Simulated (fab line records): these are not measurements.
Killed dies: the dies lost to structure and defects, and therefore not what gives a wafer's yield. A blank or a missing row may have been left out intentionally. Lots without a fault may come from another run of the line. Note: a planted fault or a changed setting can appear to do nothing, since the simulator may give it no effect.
What tool caused it? | flow sfq line | 40 wafers sampled from 14 lots at 1 step of a route of 325

## WHAT THE GAUGES SHOWED, per wafer
No reading from a measuring or inspecting step in the record can be judged against a usual standard deviation.

## WHICH TOOL RAN EACH LOT (tool, then ch and the chambers of the sampled wafers, then the start)
lot  | SFQ_TRILAYER_I1_CMP_CMP_046
L339 | cmp-01 ch 0,2, day 15 12:51
L340 | cmp-02 ch 1,2,3, day 15 14:31
L342 | cmp-01 ch 0,1,2, day 19 07:52
L343 | cmp-01 ch 0,3, day 19 13:22
L344 | cmp-02 ch 0,1,2, day 19 19:53
L345 | cmp-02 ch 1,2,3, day 20 03:23
L346 | cmp-02 ch 0,1,2, day 20 13:23
L347 | cmp-02 ch 1,2,3, day 20 16:23
L348 | cmp-02 ch 0,1,2, day 21 00:34
L349 | cmp-02 ch 1,2, day 21 13:15
L350 | cmp-02 ch 2,3, day 21 19:57
L351 | cmp-02 ch 1,2,3, day 22 04:03
L357 | cmp-02 ch 0,2, day 24 02:34
L359 | cmp-02 ch 2,3, day 24 13:07
- SFQ_TRILAYER_I1_CMP_CMP_046: polishes SiO2.

## WHAT THE TOOLS THEMSELVES READ (means of the sampled wafers that have a number; where no wafer has one, the mark that the record gives instead)
SFQ_TRILAYER_I1_CMP_CMP_046. Usual: motor current A 10.7 A, standard deviation 0.64; time to endpoint s 215 s, standard deviation 6.6.
lot  | tool   | motor current A (A) | time to endpoint s (s) | flag
L339 | cmp-01 | 10.8                | 213                    |
L340 | cmp-02 | 10.7                | 215                    |
L342 | cmp-01 | 10.7                | 226                    |
L343 | cmp-01 | 10.9                | 215                    |
L344 | cmp-02 | 10.7                | 216                    |
L345 | cmp-02 | 11.2                | 225                    |
L346 | cmp-02 | 10.3                | 213                    |
L347 | cmp-02 | 11.1                | 215                    |
L348 | cmp-02 | 10.2                | 210                    |
L349 | cmp-02 | 10.6                | 210                    |
L350 | cmp-02 | 11.4                | 216                    |
L351 | cmp-02 | 11.1                | 209                    |
L357 | cmp-02 | 10.6                | 166                    | OFF
L359 | cmp-02 | 11.3                | 118                    | OFF

## THE ANSWER, worked out from the rows above alone
Rule: lot off if the mean of its wafers having a number is beyond 3 standard deviations from the usual mean. A lot without any number at a reading at which 4 lots or more have one is off too. Any other lot the step has rows for is counted as sound. First the gauges in route order, then the tools' own readings, where a lot's mean is used as printed above. The first step at which some lot is off is used, and at that step the reading that is off furthest; a lot without a number counts as furthest.
Off: L357, L359, at SFQ_TRILAYER_I1_CMP_CMP_046 (time to endpoint s).
If a tool, at that step or one of the process steps before it, ran each lot that is off and ran no sound lot following the first of them, it fits. One candidate fits, namely cmp-02 at SFQ_TRILAYER_I1_CMP_CMP_046. Its last sound lot is L351 (day 22 04:03), its first lot that is off L357 (day 24 02:34): a fault that began between those two fits.
On the lots that are off, the tool's own readings at SFQ_TRILAYER_I1_CMP_CMP_046 differ by more than 5 times the standard deviation of the sound lots' means, which bears it out; time to endpoint s reads 142 s there versus 215 s on the sound lots.

## WHAT HAD BEEN PUT IN BY THE SIMULATOR
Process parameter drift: cmp-02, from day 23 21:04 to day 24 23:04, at SFQ_TRILAYER_I1_CMP_CMP_046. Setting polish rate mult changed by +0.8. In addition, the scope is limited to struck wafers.
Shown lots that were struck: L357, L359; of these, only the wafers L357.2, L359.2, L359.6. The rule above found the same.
